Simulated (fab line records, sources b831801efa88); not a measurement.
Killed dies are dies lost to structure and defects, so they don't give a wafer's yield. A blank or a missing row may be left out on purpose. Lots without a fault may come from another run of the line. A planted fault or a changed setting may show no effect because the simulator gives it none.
Which tool did it? | flow sky130 | 6 lots, 18 wafers sampled, at 2 steps of a route of 708

WHAT THE GAUGES READ, wafer by wafer
SKY_POLY_GATE_CD_MEAS_13: target cd 150 nm.
lot  | measured     | on        | cd_nm (nm)
L155 | day 17 12:20 | cd_sem-02 | 150.6 151.6 151.8
L160 | day 18 23:32 | cd_sem-01 | 150.4 148.4 149.8
L162 | day 19 17:03 | cd_sem-01 | 149.3 148.4 148.9
L167 | day 21 16:03 | cd_sem-02 | 148.8 148.4 148.3
L170 | day 22 09:42 | cd_sem-01 | 149.3 147.6 147.4
L177 | day 24 22:18 | cd_sem-02 | 148.9 149.6 150.3

WHICH TOOL RAN EACH LOT (tool, then ch and the chambers of the sampled wafers, then the start)
lot  | SKY_POLY_GATE_EXPOSE_10
L155 | krf_scanner-01 ch 0, day 16 22:01
L160 | krf_scanner-01 ch 0, day 18 08:05
L162 | krf_scanner-02 ch 0, day 19 01:57
L167 | krf_scanner-01 ch 0, day 21 00:21
L170 | krf_scanner-01 ch 0, day 21 18:37
L177 | krf_scanner-02 ch 0, day 24 07:04
- SKY_POLY_GATE_EXPOSE_10: exposes mask P1M, target cd 150 nm.

THE ANSWER, worked out from the rows above alone
Rule: what is usual is taken from the lots themselves. Put in order of their means at a reading, lots are off if they are a third of the lots or fewer, leave a main group of 4 or more, and stand apart from it by a gap of 3 or more times the standard deviation of the main group's means; of several such gaps the widest counts. A main group whose means are all the same, to the digits that the tables above print for the reading, isn't used. A lot without any number at a reading at which 4 lots or more have one is off too. The other lots that the step has rows for count as sound.
No lot is off at any reading shown: from this, nothing can be told.

WHAT THE SIMULATOR HAD PUT IN
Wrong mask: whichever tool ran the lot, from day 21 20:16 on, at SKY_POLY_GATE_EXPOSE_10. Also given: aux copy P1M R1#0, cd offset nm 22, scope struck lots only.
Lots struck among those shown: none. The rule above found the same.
